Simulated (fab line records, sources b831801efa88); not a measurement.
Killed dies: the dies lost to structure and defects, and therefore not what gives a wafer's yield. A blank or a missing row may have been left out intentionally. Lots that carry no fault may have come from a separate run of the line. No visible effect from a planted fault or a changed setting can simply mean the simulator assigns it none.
fab line records | flow sky130
record: lots: 6 | wafers: 18 | last-day: 49
route steps=708 shown CAP2M@620 METAL4@621 PAD_OPEN@708
lots untouched by any fault: they come from a run of this same line in which no faults occurred
start-h: hours from the record's first day to the start of the lot's first wafer shown | wait-h: time in hours since the lot's previous step | " same as the row above | L1.1+2: a row that stands for several wafers | - either no value or no given start | * or withheld: withheld | < > ~ a bound
route shown NAME@n: NAME is a module with steps in the file, n the number in the route of the first one | usual: the fault-free wafers' mean and standard deviation | same: alike in all rows | chamber/n: place in a boat | sites: per-site readings | _std_site: standard deviation across them | _edge_site: outer sites' mean less inner sites' | radius-mm: how far each site lies from the wafer's centre | mask NAME#n: copy n | behind: tool/chamber where the wafer was last shaped | hold: why the lot was held/for how many hours/how that ended | device: whichever transistor did not switch (one of n, p or np) | end of line: the route-end tests of the same wafers | where a step has no rows: the recipe by itself | killed: not the wafer's yield, but the dies lost to structure and defects at the first sort | map: the dies of a wafer, with x for killed, . for not killed, _ for no die there
set.NAME: setting as actually run; set.NAME@STEP: the setting as run at that earlier step | model.NAME: the simulator's own value behind a step, which no gauge read
certain route steps with their lots: each step a table, each wafer a row
services: when a tool's chamber went out of use (start-h, in hours from the record's first day, below 0 if earlier), for how many hours, and the reason
== steps ==
step: SKY_CAP2M_CLEAN_17
recipe: chemistry: O3/DIW | dry: n2-spin
step: SKY_METAL4_DEHYDRATE_05
recipe: temp-c: 200 | time-s: 60
step: SKY_METAL4_HMDS_06
recipe: prime-time-s: 60 | prime-temp-c: 120
step: SKY_METAL4_COAT_07
recipe: resist: BARC | temp-c: withheld | time-s: withheld | spin-rpm: 3000 | resist-thk-nm: 60
step: SKY_METAL4_COAT_08
recipe: resist: KrF-thick | spin-rpm: 3000 | resist-thk-nm: 1140
step: SKY_METAL4_SOFTBAKE_09
recipe: temp-c: 100 | time-s: 90 | resist: KrF-thick
step: SKY_METAL4_EXPOSE_10
recipe: mask-id: MM4 | na: 0.68 | source-shape: annular | sigma-inner: 0.4 | sigma-outer: 0.8 | target-cd-nm: 300 | dose-mj: 28
step: SKY_METAL4_PEB_11
recipe: peb-temp-c: withheld | peb-time-s: withheld | resist: KrF-thick
step: SKY_METAL4_DEVELOP_12
recipe: develop-time-s: 60 | resist: KrF-thick | dev-temp-c: 21
step: SKY_METAL4_CD_MEAS_13
recipe: target-cd-nm: 300
usual: cd-nm: 299.6/1.4
lot.wafer | tool      | chamber | start-h | wait-h | cd-nm
L843.2    | cd-sem-01 | -       | 994.48  | -      | 299.9
L843.3    | "         | -       | "       | "      | 300.8
L843.6    | "         | -       | "       | "      | 299.3
L847.1    | cd-sem-02 | -       | 1020.04 | -      | 298.3
L847.2    | "         | -       | "       | "      | 299.6
L847.5    | "         | -       | "       | "      | 299.9
L851.1    | cd-sem-01 | -       | 1050.52 | -      | 303.6
L851.4    | "         | -       | "       | "      | 302.6
L851.6    | "         | -       | "       | "      | 302.0
L855.1    | cd-sem-02 | -       | 1071.78 | -      | 299.6
L855.4    | "         | -       | "       | "      | 301.2
L855.5    | "         | -       | "       | "      | 301.2
L858.3    | cd-sem-02 | -       | 1089.91 | -      | 299.9
L858.4    | "         | -       | "       | "      | 298.1
L858.6    | "         | -       | "       | "      | 298.4
L862.1    | cd-sem-01 | -       | 1108.78 | -      | 299.2
L862.2    | "         | -       | "       | "      | 300.2
L862.3    | "         | -       | "       | "      | 299.0
step: SKY_METAL4_OVL_MEAS_14
usual: METAL4_OVL: 1/5.4
lot.wafer | tool       | chamber | start-h | wait-h | METAL4_OVL[nm]
L843.2    | overlay-02 | -       | 994.59  | 0.1    | -3
L843.3    | "          | -       | "       | "      | -5
L843.6    | "          | -       | "       | "      | -2
L847.1    | overlay-01 | -       | 1020.16 | 0.1    | 10
L847.2    | "          | -       | "       | "      | 5
L847.5    | "          | -       | "       | "      | 7
L851.1    | overlay-01 | -       | 1050.64 | 0.1    | -8
L851.4    | "          | -       | "       | "      | -1
L851.6    | "          | -       | "       | "      | 3
L855.1    | overlay-02 | -       | 1071.90 | 0.1    | 9
L855.4    | "          | -       | "       | "      | -5
L855.5    | "          | -       | "       | "      | 5
L858.3    | overlay-01 | -       | 1090.00 | 0.1    | 9
L858.4    | "          | -       | "       | "      | 0
L858.6    | "          | -       | "       | "      | -2
L862.1    | overlay-02 | -       | 1108.90 | 0.1    | 1
L862.2    | "          | -       | "       | "      | -2
L862.3    | "          | -       | "       | "      | -5
step: SKY_METAL4_DESCUM_15
recipe: chemistry: O2 | source-power-w: 150 | bias-power-w: 0 | pressure-mtorr: 10 | temp-c: 40 | time-s: 8
usual: drypump-motor-current-A: 5.9/0.48 | oes-product-au: 0.996/0.013
lot.wafer | tool         | chamber | start-h | wait-h | drypump-motor-current-A | oes-product-au | rf-hours-counter-h
L843.2    | rie-metal-02 | 1       | 994.62  | 0.0    | 5.7                     | 0.998          | 15
L843.3    | "            | 0       | "       | "      | 6.1                     | 0.982          | -
L843.6    | "            | 1       | "       | "      | 5.6                     | 1.013          | -
L847.1    | rie-metal-03 | 0       | 1020.20 | 0.0    | 6.4                     | 1.011          | 13
L847.2    | "            | 1       | "       | "      | 5.0                     | 0.986          | 11
L847.5    | "            | 0       | "       | "      | 6.4                     | 1.010          | -
L851.1    | rie-metal-03 | 1       | 1050.67 | 0.0    | 5.0                     | 0.995          | 13
L851.4    | "            | 1       | "       | "      | 5.0                     | 0.994          | -
L851.6    | "            | 0       | "       | "      | 6.4                     | 1.008          | -
L855.1    | rie-metal-03 | 1       | 1071.93 | 0.0    | 5.0                     | 0.989          | 15
L855.4    | "            | 0       | "       | "      | 6.4                     | 1.015          | -
L855.5    | "            | 0       | "       | "      | 6.4                     | 1.021          | -
L858.3    | rie-metal-04 | 1       | 1090.03 | 0.0    | 6.2                     | 0.989          | -
L858.4    | "            | 0       | "       | "      | 6.0                     | 1.016          | -
L858.6    | "            | 1       | "       | "      | 6.2                     | 0.994          | -
L862.1    | rie-metal-04 | 1       | 1108.93 | 0.0    | 6.2                     | 0.989          | 19
L862.2    | "            | 0       | "       | "      | 6.2                     | 1.001          | 20
L862.3    | "            | 1       | "       | "      | 6.2                     | 0.991          | -
step: SKY_METAL4_ETCH_16
recipe: chemistry: N2/H2 | target: BARC | ion-energy-ev: 200 | bias-w: 100 | pressure-mtorr: 30 | n2-flow-sccm: 100 | h2-flow-sccm: 200 | icp-w: 500 | stop-on: SiO2 | time-s: 88.2 | target-depth-a: 600
usual: drypump-motor-current-A: 6.0/0.49 | oes-product-au: 0.625/0.0048 | rf-fwd-power-W: 496.5/1.7 | throttle-valve-pct: 13.205/0.0092
lot.wafer | tool         | chamber | start-h | wait-h | drypump-motor-current-A | oes-product-au | rf-fwd-power-W | rf-hours-counter-h | throttle-valve-pct | model.KrF-thick_of_METAL4_COAT_08.thk-nm | model.SiO2_of_CAP2M_CVD_00.thk-nm
L843.2    | rie-metal-02 | 1       | 994.65  | 0.0    | 5.7                     | 0.625          | 495.7          | 15                 | 13.213             | 1077                                     | 15.11
L843.3    | "            | 0       | "       | "      | 6.1                     | 0.622          | 492.9          | -                  | 13.192             | 1082                                     | 15.12
L843.6    | "            | 1       | "       | "      | 5.7                     | 0.625          | 496.4          | -                  | 13.194             | 1076                                     | 15.17
L847.1    | rie-metal-03 | 0       | 1020.23 | 0.0    | 6.4                     | 0.618          | 497.2          | 13                 | 13.210             | 1073                                     | 14.93
L847.2    | "            | 1       | "       | "      | 5.0                     | 0.628          | 493.9          | 11                 | 13.209             | 1075                                     | 15.03
L847.5    | "            | 0       | "       | "      | 6.4                     | 0.626          | 499.2          | -                  | 13.208             | 1075                                     | 15.02
L851.1    | rie-metal-03 | 1       | 1050.70 | 0.0    | 5.0                     | 0.621          | 578.6          | 13                 | 13.225             | 1072                                     | 14.63
L851.4    | "            | 1       | "       | "      | 5.0                     | 0.632          | 579.5          | -                  | 13.204             | 1067                                     | 14.66
L851.6    | "            | 0       | "       | "      | 6.4                     | 0.625          | 577.8          | -                  | 13.213             | 1066                                     | 14.68
L855.1    | rie-metal-03 | 1       | 1071.96 | 0.0    | 5.0                     | 0.622          | 577.2          | 15                 | 13.206             | 1066                                     | 14.83
L855.4    | "            | 0       | "       | "      | 6.4                     | 0.624          | 577.6          | -                  | 13.205             | 1066                                     | 15.05
L855.5    | "            | 0       | "       | "      | 6.4                     | 0.630          | 578.8          | -                  | 13.214             | 1064                                     | 14.99
L858.3    | rie-metal-04 | 1       | 1090.09 | 0.0    | 6.2                     | 0.629          | 496.3          | -                  | 13.191             | 1076                                     | 15.06
L858.4    | "            | 0       | "       | "      | 6.2                     | 0.620          | 495.7          | -                  | 13.207             | 1078                                     | 15.39
L858.6    | "            | 1       | "       | "      | 6.2                     | 0.632          | 497.6          | -                  | 13.206             | 1073                                     | 15.31
L862.1    | rie-metal-04 | 1       | 1108.96 | 0.0    | 6.2                     | 0.622          | 496.6          | 19                 | 13.210             | 1079                                     | 15.26
L862.2    | "            | 0       | "       | "      | 6.1                     | 0.629          | 495.4          | 20                 | 13.212             | 1079                                     | 15.3
L862.3    | "            | 1       | "       | "      | 6.2                     | 0.631          | 496.4          | -                  | 13.208             | 1080                                     | 15.63
step: SKY_METAL4_ETCH_17
recipe: target: SiO2 | stop-on: TiN | chemistry: C4F8/O2/Ar | source-w: 1500 | bias-w: 1180 | pressure-mtorr: 40 | c4f8-flow-sccm: withheld | O2_flow_sccm: 6 | Ar_flow_sccm: 300 | time-s: 3.9 | target-depth-a: 150
usual: oes-product-au: 0.747/0.0075 | rf-fwd-power-W: 1467/6.8
lot.wafer | tool        | chamber | start-h | wait-h | oes-product-au | rf-fwd-power-W | rf-hours-counter-h
L843.2    | rie-diel-02 | 1       | 994.75  | 0.1    | 0.746          | 1482           | 23
L843.3    | "           | 0       | "       | "      | 0.751          | 1456           | 4
L843.6    | "           | 2       | "       | "      | 0.753          | 1463           | -
L847.1    | rie-diel-02 | 1       | 1020.33 | 0.1    | 0.743          | 1473           | 24
L847.2    | "           | 2       | "       | "      | 0.739          | 1462           | 9
L847.5    | "           | 2       | "       | "      | 0.737          | 1466           | -
L851.1    | rie-diel-01 | 2       | 1050.80 | 0.1    | 0.731          | 1456           | 6
L851.4    | "           | 1       | "       | "      | 0.744          | 1466           | 1
L851.6    | "           | 3       | "       | "      | 0.730          | 1464           | -
L855.1    | rie-diel-01 | 1       | 1072.06 | 0.1    | 0.739          | 1471           | 2
L855.4    | "           | 0       | "       | "      | 0.756          | 1462           | 9
L855.5    | "           | 3       | "       | "      | 0.740          | 1477           | -
L858.3    | rie-diel-01 | 3       | 1090.15 | 0.0    | 0.732          | 1471           | 8
L858.4    | "           | 2       | "       | "      | 0.754          | 1463           | 7
L858.6    | "           | 1       | "       | "      | 0.741          | 1471           | -
L862.1    | rie-diel-02 | 3       | 1109.06 | 0.1    | 0.746          | 1468           | 9
L862.2    | "           | 1       | "       | "      | 0.750          | 1480           | 27
L862.3    | "           | 0       | "       | "      | 0.754          | 1464           | 7
step: SKY_PAD_OPEN_PROBE_99
usual: defect-limited-yield: 82.4/2 | killed_at_M0_to_M3: 43/6.6 | killed_at_M4_up: 3.0/1.7 | killed-at-contacts: 24/5.4 | killed-at-front-end: 16/4.6 | killed-at-other: 0.3/0.53 | killed-dies: 87/9.7 | killed-open: 47/7.3 | killed-short: 39/6.5 | sort_bin_3_pad_short: 0.9/0.41 | sort_bin_5_function: 10.4/1.4 | sort_bin_6_memory: 6.3/1.2 | sort-n-pass: 405/9.7 | sort-yield-pct: 82.4/2
same: gross-dies: 492 | killed-at-back-side: 0 | sort_bin_4_leakage[%]: 0 | sort_bin_8_speed[%]: 0
lot.wafer | tool      | chamber | start-h | wait-h | defect-limited-yield[%] | killed_at_M0_to_M3 | killed_at_M4_up | killed-at-contacts | killed-at-front-end | killed-at-other | killed-dies | killed-open | killed-short | sort_bin_3_pad_short[%] | sort_bin_5_function[%] | sort_bin_6_memory[%] | sort-n-pass | sort-yield-pct[%]
L843.2    | prober-01 | -       | 1089.48 | 0.1    | 80.7                    | 41                 | 2               | 30                 | 22                  | 0               | 95          | 59          | 35           | 1.6                     | 13.0                   | 4.7                  | 397         | 80.7
L843.3    | prober-01 | -       | 1089.53 | 0.2    | 81.7                    | 45                 | 3               | 28                 | 13                  | 1               | 90          | 53          | 37           | 1.0                     | 11.4                   | 5.9                  | 402         | 81.7
L843.6    | prober-01 | -       | 1089.68 | 0.2    | 84.6                    | 36                 | 1               | 23                 | 15                  | 1               | 76          | 38          | 37           | 1.2                     | 8.1                    | 6.1                  | 416         | 84.6
L855.1    | prober-02 | -       | 1157.80 | 0.1    | 85.8                    | 36                 | 4               | 17                 | 13                  | 0               | 70          | 43          | 26           | 0.6                     | 9.1                    | 4.5                  | 422         | 85.8
L855.4    | prober-02 | -       | 1157.95 | 0.2    | 81.7                    | 44                 | 4               | 30                 | 12                  | 0               | 90          | 41          | 48           | 0.4                     | 9.8                    | 8.1                  | 402         | 81.7
L855.5    | prober-02 | -       | 1158.00 | 0.2    | 81.5                    | 51                 | 3               | 29                 | 8                   | 0               | 91          | 55          | 36           | 1.2                     | 11.2                   | 6.1                  | 401         | 81.5
L862.1    | prober-01 | -       | 1186.31 | 0.1    | 82.9                    | 40                 | 2               | 26                 | 16                  | 0               | 84          | 47          | 37           | 0.6                     | 9.8                    | 6.7                  | 408         | 82.9
L862.2    | prober-01 | -       | 1186.36 | 0.1    | 82.7                    | 49                 | 1               | 15                 | 18                  | 2               | 85          | 37          | 48           | 1.2                     | 9.8                    | 6.3                  | 407         | 82.7
L862.3    | prober-01 | -       | 1186.41 | 0.2    | 82.3                    | 48                 | 3               | 24                 | 12                  | 0               | 87          | 53          | 34           | 1.0                     | 10.0                   | 6.7                  | 405         | 82.3
killed by level:class
L843.2 LI_CONTACT:geometric-particle:open=10 CONTACT:geometric-particle:open=10 FIELD_ISO:geometric-particle:open=9 VIA1:geometric-particle:short=8 VIA2:geometric-particle:open=8 VIA1:geometric-particle:open=7 VIA3:geometric-particle:open=6 SPACER:geometric-particle:open=5
L843.3 LI_CONTACT:geometric-particle:open=10 VIA1:geometric-particle:open=10 CONTACT:geometric-particle:open=10 VIA2:geometric-particle:open=6 LOCAL_INTERCONNECT:geometric-particle:short=5 METAL1:geometric-particle:short=5 VIA1:geometric-particle:short=5 POLY_GATE:geometric-particle:short=4
L843.6 CONTACT:geometric-particle:open=9 VIA3:geometric-particle:open=8 FIELD_ISO:geometric-particle:short=6 VIA2:geometric-particle:open=6 LI_CONTACT:geometric-particle:open=5 FIELD_ISO:geometric-particle:open=4 CONTACT:geometric-particle:short=4 VIA1:geometric-particle:short=4
L855.1 VIA1:geometric-particle:open=11 CONTACT:geometric-particle:open=7 LI_CONTACT:geometric-particle:open=5 VIA2:geometric-particle:open=5 VIA3:geometric-particle:open=5 METAL2:geometric-particle:short=4 LOCAL_INTERCONNECT:geometric-particle:short=3 METAL1:geometric-particle:short=3
L855.4 CONTACT:geometric-particle:open=11 METAL2:geometric-particle:short=9 VIA1:geometric-particle:open=9 CONTACT:geometric-particle:short=8 VIA2:geometric-particle:short=7 VIA3:geometric-particle:open=5 LI_CONTACT:geometric-particle:open=4 LOCAL_INTERCONNECT:geometric-particle:short=4
L855.5 CONTACT:geometric-particle:open=15 VIA1:geometric-particle:open=10 VIA3:geometric-particle:open=8 VIA1:geometric-particle:short=7 LI_CONTACT:geometric-particle:open=6 METAL1:geometric-particle:short=6 VIA2:geometric-particle:open=6 CONTACT:geometric-particle:short=5
L862.1 CONTACT:geometric-particle:open=15 VIA1:geometric-particle:open=8 VIA2:geometric-particle:open=7 METAL2:geometric-particle:short=6 FIELD_ISO:geometric-particle:short=5 CONTACT:geometric-particle:short=5 METAL1:geometric-particle:short=5 METAL3:geometric-particle:short=4
L862.2 METAL2:geometric-particle:short=11 METAL1:geometric-particle:short=9 VIA1:geometric-particle:open=8 CONTACT:geometric-particle:open=6 VIA2:geometric-particle:open=6 FIELD_ISO:geometric-particle:short=5 VIA3:geometric-particle:open=4 LOCAL_INTERCONNECT:geometric-particle:short=4
L862.3 VIA1:geometric-particle:open=14 VIA2:geometric-particle:open=10 LI_CONTACT:geometric-particle:open=8 LOCAL_INTERCONNECT:geometric-particle:short=5 METAL1:geometric-particle:short=5 CONTACT:geometric-particle:open=4 METAL2:geometric-particle:short=4 VIA3:geometric-particle:open=4
== services ==
tool         | chamber | start-h | hours | kind
rie-metal-04 | 0       | 978.79  | 14.7  | repair
rie-diel-01  | 1       | 985.59  | -     | clean
rie-diel-01  | 1       | 985.59  | 17.0  | scheduled-down
rie-diel-01  | 1       | 985.59  | 17.0  | vent-cycle
rie-diel-01  | -       | 1044.88 | 0.6   | repair
rie-diel-01  | -       | 1074.41 | 15.6  | pm
rie-metal-02 | 1       | 1089.33 | 14.9  | repair
== key ==
first-sign: step: SKY_METAL4_ETCH_16 | reading: rf-fwd-power-W | direction: up | sigmas: 49 | usual: 496.5 | struck: 578.3
effect none on later readings
model-effect: step: SKY_METAL4_ETCH_16 | value: KrF-thick_of_METAL4_COAT_08.thk-nm | without: 1074 | struck: 1067
met-at SKY_METAL4_ETCH_16
struck-wafers L851.1,L851.4,L851.6,L855.1,L855.4,L855.5
onset-between 1020.23 1050.70
fault: kind: process-parameter-drift | tool: rie-metal-03 | chamber: - | onset-h: 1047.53 | steps: SKY_METAL4_ETCH_16 | channel: icp-w | offset: 80 | shape: step | end-h: 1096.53 | acts-in: these-recipes-only | stated: 500
